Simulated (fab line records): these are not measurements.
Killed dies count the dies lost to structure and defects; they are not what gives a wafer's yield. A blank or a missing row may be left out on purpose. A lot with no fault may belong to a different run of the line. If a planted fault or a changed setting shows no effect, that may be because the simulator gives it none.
Problem report, 8D (eight disciplines) form, completed by code    flow gf180mcu    the parts of the form that need people (team, actions taken, sign-off) are left out

== 1. WHAT IS WRONG ==
Mean CONTACT_CVD_00_THK at GF_CONTACT_THK_MEAS_01: 153.4 nm over 3 wafers in 2 lots; fault-free wafers: 299.4 nm, standard deviation 2.9. Relative to the usual mean, that is a shift of -50 standard deviations.
The first sign was on wafer L435.3 at day 20 04:00, on filmMetro-04. The record holds 36 wafers of 12 lots with a number at this step. Rule for "out" (also "out of limits"): further than 4 standard deviations from the usual mean. All remaining wafers that have a number are taken as sound.

== 2. WHAT IT IS AND WHAT IT IS NOT ==
question                     is                      is not
which readings at this step  CONTACT_CVD_00_THK      -
which lots                   L435, L437              L424, L425, L426, L427, L428, L429, L441, L443, L444, L445
which wafers of those lots   L435.3, L435.5, L437.4  L435.2, L437.1, L437.6
read on which gauges         filmMetro-04            filmMetro-01, filmMetro-02
when                         from day 20 04:00       up to then (19 sound wafers); but 14 sound wafers of L437, L441, L443, L444, L445 came after

== 3. WHAT RULES OUT EACH SUSPECT ==
Counting: any tool at a process step up to the reading remains a suspect provided it ran every lot that is out. Sound lots after the first of them don't rule it out here, since some wafers of a struck lot are sound.
- the gauge at GF_CONTACT_THK_MEAS_01 is ruled out. All the wafers that are out were read on filmMetro-04, but those of them that GF_CONTACT_CVD_00 has rows for are out there too, on other tools.
- hdpcvd-02 at GF_CONTACT_CVD_00 (deposits SiO2, target thk 300 nm, time 50 s): kept. It processed each lot that is out (first: L435, day 20 03:57); up to then, its last sound lot is L427 (day 16 17:40). Out on those wafers are its own readings of sih4FlowSccm.
- In hdpcvd-02 at GF_CONTACT_CVD_00, the wafers that are out were processed in chamber 0 and their sound lot-mates in chambers 1, 2.
Left after counting: hdpcvd-02 at GF_CONTACT_CVD_00.

== 4. THE CAUSE (what the simulator had put in) ==
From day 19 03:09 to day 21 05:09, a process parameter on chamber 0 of hdpcvd-02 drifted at GF_CONTACT_CVD_00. Setting sih4FlowSccm shifted by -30 from 60. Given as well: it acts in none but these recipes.
This tool alone remained once counting was done.

== 5. THE EFFECT CHAIN, in route order ==
Rows list readings where the struck wafers' mean (over those with a number) sits beyond 3 standard deviations from the usual. Only readings whose record carries a usual standard deviation are examined. hours: median over the lots of the time between each lot's start at the first step of this table that gives one and its start at this step. sigmas: the change, counted in usual standard deviations.
hours  step                    reading             usual       on struck wafers  change  sigmas
0      GF_CONTACT_CVD_00       sih4FlowSccm        60.00 sccm  29.86             -30.14  -99 or more
0      GF_CONTACT_THK_MEAS_01  CONTACT_CVD_00_THK  299.4 nm    153.4             -146.0  -50
-      GF_CONTACT_ETCH_17      oesProductAu        0.814 a.u.  0.738             -0.076  -16
It contains these process steps:
- GF_CONTACT_CVD_00: deposits SiO2, target thk 300 nm, time 50 s.
- GF_CONTACT_ETCH_17: etches SiO2 in C4F8/O2/Ar, stops on CoSi2, target depth 860 nm.

== 6. HOW IT WOULD HAVE BEEN CAUGHT EARLIER ==
25 hours passed between the start of the fault at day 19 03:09 and the first reading out of limits at a measuring or inspecting step in this record, taken at day 20 04:00.
At GF_CONTACT_CVD_00, the tool's own readings (sih4FlowSccm) were out on each struck wafer the step has a row for, so an alarm limit on them would have fired on the first such wafer.
Lots out: 2; of these, L437 started GF_CONTACT_CVD_00 on hdpcvd-02 after day 20 04:00. A hold on the tool at that time would have spared it.
